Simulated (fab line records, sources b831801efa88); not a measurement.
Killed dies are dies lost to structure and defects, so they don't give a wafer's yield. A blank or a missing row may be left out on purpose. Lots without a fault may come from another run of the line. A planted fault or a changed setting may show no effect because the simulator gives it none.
fab line records | flow gf180mcu
record lots=24 wafers=72 last_day=35
route steps=602 shown SALICIDE@281 V4@478 MIM@504 M5@535 PASSIVATION@590
lots that met no fault: from a run of the same line without faults
start_h: hours from the record's first day to the start of the lot's first wafer shown | wait_h: hours since the lot's step before | " the same as in the row above | L1.1+2: a row that stands for several wafers | - no value, or no start given | * or withheld: withheld | < > ~ a bound
route shown NAME@n: a module of which the file shows steps, and the number in the route of the first | usual: mean/standard deviation of fault-free wafers | same: alike in all rows | chamber/n: place in a boat | sites: the reading at each site | _std_site: their standard deviation | _edge_site: outer sites' mean less inner sites' | radius_mm: how far each site lies from the wafer's centre | mask NAME#n: copy n | behind: the tool/chamber that last shaped the wafer | hold: why the lot was held/for how many hours/how that ended | device: the transistor (n, p or np) that didn't switch | end of line: the same wafers' tests at the end of the route | a step without rows: its recipe alone | killed: dies lost to structure and defects at the first sort, not the wafer's yield | map: a wafer's dies, x killed, . not, _ none there
set.NAME: the setting as run; set.NAME@STEP: as run at that earlier step | model.NAME: the simulator's own value behind a step, which no gauge read
steps of the route over a sample of lots; a table a step, a row a wafer
services: from which hour (start_h, from the record's first day; less than 0 if before it) a tool's chamber was out of use, for how many hours, and why
## steps
# step GF_SALICIDE_SPUTTER_03
# recipe material=TiN target_thk_nm=20 power_w=6500 time_s=16.7 chamber_pressure_pa=0.4
# usual throttle_valve_pct=29.8/0.79
# same time_s=16.7
# columns lot.wafer tool chamber start_h wait_h throttle_valve_pct
L074.1 pvd_sputter-02 - 339.00 0.0 28.8
L074.3 " - " " 30.4
L074.4 " - " " 30.0
L075.2 pvd_sputter-02 - 348.92 0.0 30.4
L075.4 " - " " 29.9
L075.6 " - " " 29.8
L076.2 pvd_sputter-04 - 364.90 0.0 29.4
L076.4 " - " " 28.8
L076.6 " - " " 28.4
L077.2 pvd_sputter-02 - 374.91 0.0 30.4
L077.3 " - " " 30.6
L077.6 " - " " 30.1
L078.1 pvd_sputter-02 - 383.56 0.0 29.9
L078.2 " - " " 30.5
L078.4 " - " " 30.6
L079.2 pvd_sputter-01 - 391.17 0.0 29.1
L079.3 " - " " 29.1
L079.6 " - " " 29.0
L080.1 pvd_sputter-01 - 395.81 0.0 29.4
L080.3 " - " " 30.9
L080.4 " - " " 29.0
L081.1 pvd_sputter-01 - 415.80 0.0 29.1
L081.2 " - " " 29.5
L081.3 " - " " 29.1
L082.3 pvd_sputter-04 - 420.29 0.0 29.0
L082.4 " - " " 28.9
L082.5 " - " " 29.2
L083.3 pvd_sputter-04 - 427.31 0.0 30.7
L083.4 " - " " 28.9
L083.6 " - " " 29.3
L084.1 pvd_sputter-02 - 435.29 0.0 28.9
L084.3 " - " " 30.6
L084.4 " - " " 30.3
L085.3 pvd_sputter-04 - 442.83 0.0 29.3
L085.5 " - " " 29.5
L085.6 " - " " 31.1
L086.1 pvd_sputter-04 - 449.96 0.0 30.9
L086.3 " - " " 29.2
L086.5 " - " " 31.0
L087.1 pvd_sputter-02 - 455.56 0.0 29.8
L087.5 " - " " 29.0
L087.6 " - " " 30.0
L088.3 pvd_sputter-01 - 465.48 0.0 29.0
L088.5 " - " " 30.8
L088.6 " - " " 28.9
L089.2 pvd_sputter-01 - 481.04 0.0 29.3
L089.5 " - " " 30.7
L089.6 " - " " 29.4
L090.1 pvd_sputter-02 - 487.88 0.0 30.0
L090.2 " - " " 30.4
L090.6 " - " " 30.6
L091.2 pvd_sputter-02 - 497.86 5.2 30.5
L091.3 " - " " 30.2
L091.5 " - " " 30.3
L092.1 pvd_sputter-02 - 502.18 0.0 30.5
L092.2 " - " " 28.8
L092.4 " - " " 30.5
L094.1 pvd_sputter-04 - 513.77 0.0 28.5
L094.2 " - " " 31.0
L094.4 " - " " 28.7
L093.1 pvd_sputter-04 - 516.92 0.0 31.3
L093.2 " - " " 29.1
L093.5 " - " " 29.5
L095.2 pvd_sputter-02 - 519.36 0.0 30.4
L095.5 " - " " 29.7
L095.6 " - " " 30.6
L096.1 pvd_sputter-01 - 528.22 0.0 29.1
L096.4 " - " " 29.0
L096.6 " - " " 29.5
L097.3 pvd_sputter-02 - 543.85 0.0 28.7
L097.5 " - " " 29.1
L097.6 " - " " 30.2
# step GF_V4_CVD_02
# recipe material=SiO2 target_thk_nm=850 precursor=TEOS temp_c=400 time_s=94.851 rf_w=600
# usual heater_power_w=611/100
# same time_s=94.851
# columns lot.wafer tool chamber start_h wait_h heater_power_w
L074.1 pecvd-02 2 537.26 0.1 698
L074.3 " 0 " " 574
L074.4 " 1 " " 566
L075.2 pecvd-01 1 549.89 0.0 441
L075.4 " 2 " " 561
L075.6 " 0 " " 544
L076.2 pecvd-01 2 573.99 0.0 590
L076.4 " 2 " " 600
L076.6 " 0 " " 528
L077.2 pecvd-01 0 574.92 0.0 502
L077.3 " 1 " " 544
L077.6 " 1 " " 561
L078.1 pecvd-02 1 580.04 0.1 640
L078.2 " 0 " " 564
L078.4 " 2 " " 632
L079.2 pecvd-02 2 593.54 0.0 706
L079.3 " 1 " " 681
L079.6 " 2 " " 550
L080.1 pecvd-04 2 598.05 0.1 674
L080.3 " 1 " " 834
L080.4 " 2 " " 730
L081.1 pecvd-01 2 617.09 0.1 516
L081.2 " 1 " " 545
L081.3 " 0 " " 496
L082.3 pecvd-04 1 620.34 0.0 835
L082.4 " 2 " " 776
L082.5 " 1 " " 656
L083.3 pecvd-01 2 623.63 0.1 611
L083.4 " 0 " " 497
L083.6 " 2 " " 616
L084.1 pecvd-02 1 625.89 0.1 567
L084.3 " 0 " " 593
L084.4 " 1 " " 631
L085.3 pecvd-01 2 641.54 0.0 587
L085.5 " 2 " " 468
L085.6 " 1 " " 509
L086.1 pecvd-04 2 643.79 0.1 756
L086.3 " 1 " " 782
L086.5 " 1 " " 821
L087.1 pecvd-01 0 646.16 0.1 480
L087.5 " 2 " " 595
L087.6 " 0 " " 539
L088.3 pecvd-02 2 659.84 0.0 569
L088.5 " 0 " " 578
L088.6 " 1 " " 552
L089.2 pecvd-02 1 668.29 0.0 569
L089.5 " 1 " " 640
L089.6 " 0 " " 575
L090.1 pecvd-01 1 680.42 0.1 506
L090.2 " 2 " " 602
L090.6 " 0 " " 537
L091.2 pecvd-04 0 685.64 0.0 675
L091.3 " 2 " " 740
L091.5 " 2 " " 794
L094.1 pecvd-04 2 705.84 0.1 754
L094.2 " 1 " " 739
L094.4 " 2 " " 789
L095.2 pecvd-02 0 706.44 0.0 499
L095.5 " 0 " " 576
L095.6 " 1 " " 628
L093.1 pecvd-01 2 707.27 0.1 595
L093.2 " 1 " " 467
L093.5 " 1 " " 512
L096.1 pecvd-04 0 708.24 0.1 672
L096.4 " 0 " " 715
L096.6 " 2 " " 706
L092.1 pecvd-04 0 709.49 0.1 588
L092.2 " 1 " " 775
L092.4 " 0 " " 619
L097.3 pecvd-04 1 725.01 0.0 742
L097.5 " 2 " " 754
L097.6 " 0 " " 654
# step GF_V4_THK_MEAS_25
# recipe thk_meas_gauge=xrf reads=W_of_V4_CVD_23
# usual V4_W_THK=350/6.2
# columns lot.wafer tool chamber start_h wait_h V4_W_THK[nm]
L074.1 film_metro-04 - 560.98 0.1 361
L074.3 " - " " 365
L074.4 " - " " 348
L075.2 film_metro-01 - 573.40 0.1 345
L075.4 " - " " 349
L075.6 " - " " 347
L076.2 film_metro-02 - 600.16 0.1 349
L076.4 " - " " 350
L076.6 " - " " 347
L077.2 film_metro-04 - 600.99 0.1 356
L077.3 " - " " 356
L077.6 " - " " 346
L078.1 film_metro-01 - 603.04 0.1 357
L078.2 " - " " 342
L078.4 " - " " 356
L079.2 film_metro-01 - 616.08 0.1 336
L079.3 " - " " 343
L079.6 " - " " 336
L080.1 film_metro-01 - 620.80 0.1 345
L080.3 " - " " 340
L080.4 " - " " 345
L081.1 film_metro-01 - 638.72 0.1 343
L081.2 " - " " 347
L081.3 " - " " 348
L082.3 film_metro-01 - 642.58 0.1 347
L082.4 " - " " 341
L082.5 " - " " 345
L083.3 film_metro-04 - 645.86 0.1 363
L083.4 " - " " 352
L083.6 " - " " 362
L084.1 film_metro-02 - 648.14 0.1 355
L084.3 " - " " 348
L084.4 " - " " 357
L085.3 film_metro-01 - 663.49 0.1 346
L085.5 " - " " 344
L085.6 " - " " 344
L086.1 film_metro-04 - 665.50 0.1 357
L086.3 " - " " 357
L086.5 " - " " 358
L087.1 film_metro-02 - 667.43 0.1 347
L087.5 " - " " 348
L087.6 " - " " 358
L088.3 film_metro-01 - 680.60 0.1 345
L088.5 " - " " 350
L088.6 " - " " 341
L089.2 film_metro-02 - 689.72 0.1 346
L089.5 " - " " 347
L089.6 " - " " 354
L090.1 film_metro-01 - 700.49 0.1 344
L090.2 " - " " 340
L090.6 " - " " 342
L091.2 film_metro-02 - 706.22 0.1 344
L091.3 " - " " 351
L091.5 " - " " 349
L094.1 film_metro-04 - 725.56 0.1 360
L094.2 " - " " 352
L094.4 " - " " 355
L095.2 film_metro-02 - 726.82 0.1 358
L095.5 " - " " 354
L095.6 " - " " 353
L093.1 film_metro-02 - 727.21 0.1 355
L093.2 " - " " 353
L093.5 " - " " 350
L096.1 film_metro-02 - 728.50 0.1 350
L096.4 " - " " 353
L096.6 " - " " 350
L092.1 film_metro-01 - 729.46 0.1 349
L092.2 " - " " 343
L092.4 " - " " 345
L097.3 film_metro-01 - 744.63 0.1 348
L097.5 " - " " 353
L097.6 " - " " 353
# step GF_MIM_SPUTTER_01
# recipe material=TiN target_thk_nm=30 power_w=6500 time_s=25 chamber_pressure_pa=0.4
# usual throttle_valve_pct=29.7/0.69
# same time_s=25
# columns lot.wafer tool chamber start_h wait_h throttle_valve_pct
L074.1 pvd_sputter-02 - 561.88 0.1 29.9
L074.3 " - " " 30.8
L074.4 " - " " 30.3
L075.2 pvd_sputter-03 - 577.24 0.1 29.6
L075.4 " - " " 30.5
L075.6 " - " " 29.3
L076.2 pvd_sputter-03 - 600.61 0.1 30.5
L076.4 " - " " 29.8
L076.6 " - " " 30.6
L077.2 pvd_sputter-01 - 601.44 0.1 30.8
L077.3 " - " " 28.7
L077.6 " - " " 30.9
L078.1 pvd_sputter-02 - 603.50 0.1 30.4
L078.2 " - " " 28.9
L078.4 " - " " 30.5
L079.2 pvd_sputter-03 - 616.53 0.1 29.5
L079.3 " - " " 29.4
L079.6 " - " " 29.7
L080.1 pvd_sputter-02 - 621.47 0.1 30.7
L080.3 " - " " 29.8
L080.4 " - " " 28.8
L081.1 pvd_sputter-01 - 639.18 0.1 29.2
L081.2 " - " " 29.2
L081.3 " - " " 29.4
L082.3 pvd_sputter-02 - 643.02 0.1 30.1
L082.4 " - " " 30.0
L082.5 " - " " 30.3
L083.3 pvd_sputter-03 - 646.42 0.1 29.5
L083.4 " - " " 30.7
L083.6 " - " " 29.7
L084.1 pvd_sputter-02 - 648.81 0.1 30.3
L084.3 " - " " 30.5
L084.4 " - " " 30.5
L085.3 pvd_sputter-03 - 664.15 0.1 29.4
L085.5 " - " " 29.5
L085.6 " - " " 29.1
L086.1 pvd_sputter-02 - 665.96 0.1 29.9
L086.3 " - " " 30.4
L086.5 " - " " 29.5
L087.1 pvd_sputter-02 - 667.89 0.1 30.3
L087.5 " - " " 30.2
L087.6 " - " " 30.3
L088.3 pvd_sputter-02 - 681.25 0.1 30.2
L088.5 " - " " 28.8
L088.6 " - " " 30.1
L089.2 pvd_sputter-01 - 690.17 0.1 31.1
L089.5 " - " " 30.9
L089.6 " - " " 29.1
L090.1 pvd_sputter-01 - 700.95 0.1 29.0
L090.2 " - " " 29.4
L090.6 " - " " 30.9
L091.2 pvd_sputter-01 - 706.67 0.1 30.9
L091.3 " - " " 29.2
L091.5 " - " " 28.9
L094.1 pvd_sputter-02 - 726.03 0.1 30.4
L094.2 " - " " 30.3
L094.4 " - " " 29.1
L095.2 pvd_sputter-01 - 727.28 0.1 29.3
L095.5 " - " " 29.0
L095.6 " - " " 29.4
L093.1 pvd_sputter-01 - 727.81 0.1 29.4
L093.2 " - " " 31.3
L093.5 " - " " 29.2
L096.1 pvd_sputter-02 - 728.96 0.1 30.5
L096.4 " - " " 28.7
L096.6 " - " " 29.8
L092.1 pvd_sputter-03 - 729.92 0.1 30.7
L092.2 " - " " 29.3
L092.4 " - " " 29.2
L097.3 pvd_sputter-02 - 745.07 0.1 30.4
L097.5 " - " " 30.1
L097.6 " - " " 30.1
# step GF_M5_ETCH_09
# recipe chemistry=CF4/O2 target=Si3N4 target_depth_nm=52 source_w=800 bias_w=150 pressure_mtorr=150 cf4_flow_sccm=80 O2_flow_sccm=10 time_s=11.6
# usual drypump_motor_current_A=5.7/0.43 oes_product_au=1.003/0.011 throttle_valve_pct=5.971/0.01
# same time_s=11.6
# columns lot.wafer tool chamber start_h wait_h drypump_motor_current_A oes_product_au rf_hours_counter_h throttle_valve_pct
L074.1 rie_diel-04 3 602.71 0.0 5.7 1.029 3 5.974
L074.3 " 2 " " 6.0 1.003 21 5.977
L074.4 " 2 " " 6.0 1.008 - 5.964
L075.2 rie_diel-01 2 619.96 0.0 5.2 0.990 33 5.964
L075.4 " 1 " " 6.7 1.009 32 5.973
L075.6 " 3 " " 5.8 1.003 - 5.969
L076.2 rie_diel-01 3 642.02 0.0 5.8 1.001 11 5.976
L076.4 " 2 " " 5.2 0.994 34 5.975
L076.6 " 3 " " 5.8 0.991 - 5.987
L077.2 rie_diel-01 2 643.76 0.0 5.2 1.000 34 5.966
L077.3 " 3 " " 5.8 0.996 11 5.969
L077.6 " 0 " " 5.0 0.989 - 5.948
L078.1 rie_diel-02 2 645.99 0.0 5.9 1.001 2 5.968
L078.2 " 0 " " 5.5 1.011 12 5.970
L078.4 " 1 " " 5.8 1.009 13 5.971
L079.2 rie_diel-01 2 656.67 0.0 5.1 1.001 35 5.971
L079.3 " 0 " " 5.0 0.993 27 5.950
L079.6 " 0 " " 5.0 0.993 - 5.964
L080.1 rie_diel-01 1 662.49 0.0 6.6 1.013 33 5.979
L080.3 " 0 " " 5.0 0.983 27 5.966
L080.4 " 2 " " 5.2 0.982 35 5.958
L081.1 rie_diel-04 2 677.57 0.0 5.9 1.011 23 5.951
L081.2 " 1 " " 5.5 1.007 13 5.978
L081.3 " 3 " " 5.6 1.018 5 5.967
L082.3 rie_diel-04 1 682.29 0.0 5.5 1.007 13 5.971
L082.4 " 3 " " 5.7 1.019 5 5.976
L082.5 " 2 " " 5.9 1.006 - 5.980
L083.3 rie_diel-02 3 686.19 0.0 6.0 1.004 17 5.988
L083.4 " 2 " " 5.9 0.999 3 5.988
L083.6 " 1 " " 5.8 1.000 - 5.957
L084.1 rie_diel-04 3 688.96 0.0 5.7 1.013 6 5.983
L084.3 " 1 " " 5.5 1.012 13 5.983
L084.4 " 2 " " 5.9 1.004 24 5.963
L085.3 rie_diel-02 2 702.72 0.0 5.9 0.999 4 5.972
L085.5 " 1 " " 5.7 1.001 - 5.971
L085.6 " 2 " " 5.9 1.008 - 5.962
L086.1 rie_diel-02 3 704.69 0.0 6.1 1.002 18 5.962
L086.3 " 2 " " 5.9 1.002 4 5.961
L086.5 " 2 " " 5.9 1.008 - 5.979
L087.1 rie_diel-04 3 705.57 0.0 5.6 1.033 6 5.981
L087.5 " 3 " " 5.7 1.025 - 5.975
L087.6 " 2 " " 5.9 1.012 - 5.988
L088.3 rie_diel-04 3 719.29 0.0 5.6 1.037 7 5.988
L088.5 " 0 " " 5.9 1.000 - 5.968
L088.6 " 1 " " 5.5 1.016 - 5.973
L089.2 rie_diel-01 3 727.44 0.0 5.8 0.993 15 5.983
L089.5 " 0 " " 5.0 0.986 - 5.962
L089.6 " 1 " " 6.7 1.013 - 5.983
L090.1 rie_diel-04 2 737.72 0.0 6.0 1.007 25 5.986
L090.2 " 1 " " 5.5 1.005 16 5.979
L090.6 " 0 " " 5.9 1.003 - 5.946
L091.2 rie_diel-04 2 743.39 0.0 5.9 1.014 25 5.964
L091.3 " 0 " " 6.0 0.998 5 5.975
L091.5 " 2 " " 5.9 1.009 - 5.978
L094.1 rie_diel-01 0 761.14 0.0 5.0 0.989 32 5.964
L094.2 " 2 " " 5.2 0.991 39 5.989
L094.4 " 3 " " 5.8 0.995 16 5.965
L095.2 rie_diel-02 0 762.09 0.0 5.5 1.010 17 5.983
L095.5 " 3 " " 6.0 1.007 - 5.973
L095.6 " 2 " " 5.9 1.004 - 5.962
L093.1 rie_diel-02 3 763.37 0.0 6.0 1.010 21 5.960
L093.2 " 0 " " 5.5 1.019 17 5.977
L093.5 " 3 " " 6.0 1.014 - 5.983
L096.1 rie_diel-01 0 764.16 0.0 5.0 0.991 32 5.964
L096.4 " 3 " " 5.8 1.003 17 5.958
L096.6 " 1 " " 6.6 1.014 - 5.973
L092.1 rie_diel-02 3 765.26 0.0 6.0 1.009 21 5.967
L092.2 " 2 " " 5.9 1.001 6 5.965
L092.4 " 1 " " 5.8 1.011 17 5.970
L097.3 rie_diel-01 2 779.24 0.0 5.1 0.991 40 5.955
L097.5 " 0 " " 5.0 0.985 - 5.970
L097.6 " 3 " " 5.8 0.998 - 5.958
# step GF_PASSIVATION_THK_MEAS_03
# recipe reads=Si3N4_of_PASSIVATION_CVD_02
# usual PASSIVATION_CVD_02_THK=703/8.6
# columns lot.wafer tool chamber start_h wait_h PASSIVATION_CVD_02_THK[nm]
L074.1 film_metro-02 - 648.74 0.3 696
L074.3 " - " " 704
L074.4 " - " " 700
L075.2 film_metro-01 - 664.92 0.2 690
L075.4 " - " " 706
L075.6 " - " " 696
L076.2 film_metro-04 - 685.48 0.2 695
L076.4 " - " " 716
L076.6 " - " " 711
L077.2 film_metro-04 - 687.40 0.2 702
L077.3 " - " " 691
L077.6 " - " " 712
L078.1 film_metro-04 - 689.77 0.1 697
L078.2 " - " " 708
L078.4 " - " " 717
L079.2 film_metro-04 - 697.52 0.2 703
L079.3 " - " " 701
L079.6 " - " " 716
L080.1 film_metro-01 - 705.36 0.3 694
L080.3 " - " " 704
L080.4 " - " " 704
L081.1 film_metro-02 - 719.30 0.1 689
L081.2 " - " " 694
L081.3 " - " " 696
L082.3 film_metro-04 - 724.43 0.2 697
L082.4 " - " " 702
L082.5 " - " " 710
L083.3 film_metro-01 - 728.35 0.2 706
L083.4 " - " " 727
L083.6 " - " " 714
L084.1 film_metro-01 - 730.42 0.1 695
L084.3 " - " " 696
L084.4 " - " " 706
L085.3 film_metro-01 - 743.95 0.2 692
L085.5 " - " " 698
L085.6 " - " " 716
L087.1 film_metro-02 - 745.22 0.1 701
L087.5 " - " " 705
L087.6 " - " " 703
L086.1 film_metro-01 - 745.32 0.1 712
L086.3 " - " " 700
L086.5 " - " " 710
L088.3 film_metro-01 - 758.24 0.2 695
L088.5 " - " " 708
L088.6 " - " " 704
L089.2 film_metro-02 - 766.92 0.2 704
L089.5 " - " " 715
L089.6 " - " " 716
L090.1 film_metro-01 - 774.56 0.1 687
L090.2 " - " " 694
L090.6 " - " " 703
L091.2 film_metro-02 - 780.99 0.2 702
L091.3 " - " " 694
L091.5 " - " " 706
L094.1 film_metro-02 - 797.31 0.1 705
L094.2 " - " " 706
L094.4 " - " " 701
L095.2 film_metro-02 - 798.01 0.2 686
L095.5 " - " " 702
L095.6 " - " " 703
L093.1 film_metro-02 - 798.56 0.1 700
L093.2 " - " " 707
L093.5 " - " " 722
L096.1 film_metro-01 - 800.55 0.1 683
L096.4 " - " " 689
L096.6 " - " " 702
L092.1 film_metro-02 - 801.20 0.1 699
L092.2 " - " " 694
L092.4 " - " " 696
L097.3 film_metro-01 - 814.93 0.2 697
L097.5 " - " " 705
L097.6 " - " " 704
## services
# columns tool chamber start_h hours kind
pecvd-04 - 368.88 14.0 pm
pecvd-01 1 369.11 4.5 repair
rie_diel-01 0 376.92 25.8 repair
pvd_sputter-01 - 384.56 3.8 repair
rie_diel-01 1 390.58 5.9 repair
rie_diel-04 1 414.41 3.2 repair
pecvd-01 2 439.71 6.2 repair
pvd_sputter-01 - 449.30 4.1 repair
rie_diel-01 1 465.30 36.2 repair
rie_diel-04 - 469.82 4.0 pm
pecvd-01 2 492.61 26.9 repair
pvd_sputter-01 - 523.61 0.9 repair
rie_diel-01 0 529.31 15.6 repair
pvd_sputter-01 - 546.80 2.7 repair
pecvd-01 2 561.50 7.7 repair
pvd_sputter-02 - 563.62 1.8 repair
rie_diel-01 - 568.48 2.8 pm
pvd_sputter-01 - 580.93 3.8 repair
pecvd-01 2 590.40 2.3 repair
pecvd-01 1 618.66 13.7 repair
pecvd-01 2 646.37 18.8 repair
pvd_sputter-02 - 709.16 4.8 repair
pvd_sputter-02 - 733.66 2.9 repair
pvd_sputter-01 - 749.46 1.9 repair
## key
fault none
